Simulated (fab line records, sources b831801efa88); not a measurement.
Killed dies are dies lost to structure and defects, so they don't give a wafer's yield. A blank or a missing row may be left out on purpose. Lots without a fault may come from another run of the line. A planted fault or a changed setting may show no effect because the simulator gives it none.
Which tool did it? | flow gf180mcu | 12 lots, 35 wafers sampled, at 2 steps of a route of 602

WHAT THE GAUGES READ, wafer by wafer
GF_TOP_METAL_OVL_MEAS_15.
lot  | measured     | on         | TOP_METAL_OVL (nm)
L224 | day 27 19:20 | overlay-02 | 0.2 -0.7 -1.4
L225 | day 28 18:24 | overlay-02 | 0.3 0.6 -0.5
L226 | day 29 06:57 | overlay-02 | -3.0 -2.2 -0.4
L227 | day 29 09:44 | overlay-02 | -0.5 -1.2 -2.0
L228 | day 29 20:42 | overlay-02 | -0.2 2.0 2.3
L231 | day 30 13:12 | overlay-01 | 0.5 2.8 -0.6
L230 | day 30 13:21 | overlay-02 | 2.6 2.3 0.3
L233 | day 30 22:44 | overlay-02 | -2.0 -0.1 -2.0
L234 | day 31 14:54 | overlay-02 | 0.2 0.9 1.4
L239 | day 33 12:50 | overlay-01 | -0.8 -1.0
L245 | day 34 01:09 | overlay-02 | 1.3 2.0 1.5
L246 | day 34 01:53 | overlay-02 | -1.4 -0.6 -1.7

WHICH TOOL RAN EACH LOT (tool, then ch and the chambers of the sampled wafers, then the start)
lot  | GF_V5_ETCH_17
L224 | rie_diel-01 ch 2,3, day 27 19:20 or earlier
L225 | rie_diel-03 ch 1,2,3, day 28 18:24 or earlier
L226 | rie_diel-01 ch 0,1,3, day 29 06:57 or earlier
L227 | rie_diel-03 ch 1,2,3, day 29 09:44 or earlier
L228 | rie_diel-03 ch 1,2, day 29 20:42 or earlier
L231 | rie_diel-03 ch 0,2,3, day 30 13:12 or earlier
L230 | rie_diel-01 ch 0,1,3, day 30 13:21 or earlier
L233 | rie_diel-02 ch 0,1, day 30 22:44 or earlier
L234 | rie_diel-01 ch 0,3, day 31 14:54 or earlier
L239 | rie_diel-01 ch 0,1, day 33 12:50 or earlier
L245 | rie_diel-01 ch 0,2,3, day 34 01:09 or earlier
L246 | rie_diel-01 ch 1,2, day 34 01:53 or earlier
- GF_V5_ETCH_17: etches SiO2 in C4F8/O2/Ar, stops on TiN, target depth 855 nm.

WHAT THE TOOLS THEMSELVES READ (means of the sampled wafers that have a number; where no wafer has one, the mark that the record gives instead)
GF_V5_ETCH_17.
lot  | tool        | oes_product_au (a.u.)
L224 | rie_diel-01 | 0.858
L225 | rie_diel-03 | 0.864
L226 | rie_diel-01 | 0.858
L227 | rie_diel-03 | 0.858
L228 | rie_diel-03 | 0.860
L231 | rie_diel-03 | 0.859
L230 | rie_diel-01 | 0.853
L233 | rie_diel-02 | 0.862
L234 | rie_diel-01 | 0.858
L239 | rie_diel-01 | 0.857
L245 | rie_diel-01 | 0.859
L246 | rie_diel-01 | 0.863

THE ANSWER, worked out from the rows above alone
Rule: what is usual is taken from the lots themselves. Put in order of their means at a reading, lots are off if they are a third of the lots or fewer, leave a main group of 4 or more, and stand apart from it by a gap of 3 or more times the standard deviation of the main group's means; of several such gaps the widest counts. A main group whose means are all the same, to the digits that the tables above print for the reading, isn't used. A lot without any number at a reading at which 4 lots or more have one is off too. The other lots that the step has rows for count as sound. The gauges are gone through in route order, then the tools' own readings, and for those a lot's mean is taken as printed above. The first step at which some lot is off is used, and at that step the reading that is off furthest; a lot without a number counts as furthest.
No lot is off at any reading shown: from this, nothing can be told.

WHAT THE SIMULATOR HAD PUT IN
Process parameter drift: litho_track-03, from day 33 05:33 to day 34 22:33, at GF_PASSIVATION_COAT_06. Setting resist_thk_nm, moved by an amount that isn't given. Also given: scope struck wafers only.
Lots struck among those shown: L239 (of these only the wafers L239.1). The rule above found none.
